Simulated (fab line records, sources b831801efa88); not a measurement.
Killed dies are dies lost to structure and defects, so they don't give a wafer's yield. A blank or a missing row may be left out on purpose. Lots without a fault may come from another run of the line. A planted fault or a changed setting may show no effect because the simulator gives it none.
Chamber matching | flow gf180mcu | GF_V2_CVD_02 on pecvd-03: 3 sister chambers
The step deposits SiO2 from TEOS, target thk 850 nm, time 94.851 s. 27 wafers are shown with their chamber, then 12 later ones without.

WAFERS WITH THEIR CHAMBER
wafer  | chamber | heater_power_w (W)
L074.2 | 2       | 761
L074.5 | 2       | 609
L074.6 | 0       | 758
L075.1 | 1       | 723
L075.2 | 0       | 783
L075.3 | 2       | 692
L075.4 | 2       | 739
L075.5 | 0       | 643
L075.6 | 1       | 586
L080.2 | 1       | 668
L080.3 | 1       | 717
L080.4 | 0       | 773
L085.1 | 1       | 573
L085.3 | 2       | 753
L085.6 | 0       | 816
L086.2 | 1       | 647
L086.4 | 2       | 722
L086.6 | 0       | 790
L087.1 | 2       | 708
L087.4 | 0       | 779
L087.6 | 2       | 617
L088.1 | 2       | 669
L088.2 | 0       | 761
L088.3 | 0       | 795
L088.4 | 2       | 721
L088.5 | 2       | 745
L088.6 | 0       | 640

SIGNATURES (means of the wafers above)
reading        | chamber 0 | chamber 1 | chamber 2 | scatter within a chamber
heater_power_w | 753.80    | 652.33    | 703.27    | 58.2
Rule: a wafer's distance from a chamber is the root of the sum, over the readings, of the square of ((its reading less the chamber's mean) divided by the reading's scatter). The wafer belongs to the nearest chamber; if the next one is less than 2 further off, it can't be placed. The scatter: the root of (the sum of the squares of (reading less its chamber's mean) over the shown wafers, divided by (wafers less chambers)).

WAFERS WITHOUT THEIR CHAMBER
wafer  | heater_power_w (W)
L090.2 | 657
L090.3 | 645
L090.6 | 714
L091.1 | 755
L091.4 | 578
L091.5 | 780
L092.1 | 776
L092.4 | 690
L092.6 | 750
L093.1 | 684
L093.2 | 751
L093.3 | 662

WHICH CHAMBER EACH WENT THROUGH
wafer  | from the rows above          | in truth
L090.2 | can't be placed: 1 or 2 or 0 | 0
L090.3 | can't be placed: 1 or 2 or 0 | 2
L090.6 | can't be placed: 2 or 0 or 1 | 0
L091.1 | can't be placed: 0 or 2 or 1 | 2
L091.4 | can't be placed: 1 or 2 or 0 | 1
L091.5 | can't be placed: 0 or 2 or 1 | 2
L092.1 | can't be placed: 0 or 2 or 1 | 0
L092.4 | can't be placed: 2 or 1 or 0 | 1
L092.6 | can't be placed: 0 or 2 or 1 | 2
L093.1 | can't be placed: 2 or 1 or 0 | 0
L093.2 | can't be placed: 0 or 2 or 1 | 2
L093.3 | can't be placed: 1 or 2 or 0 | 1
Placed correctly: 0 of 12. Can't be placed from these rows: 12 (the true chamber is among the candidates in 12). Placed wrongly: 0.
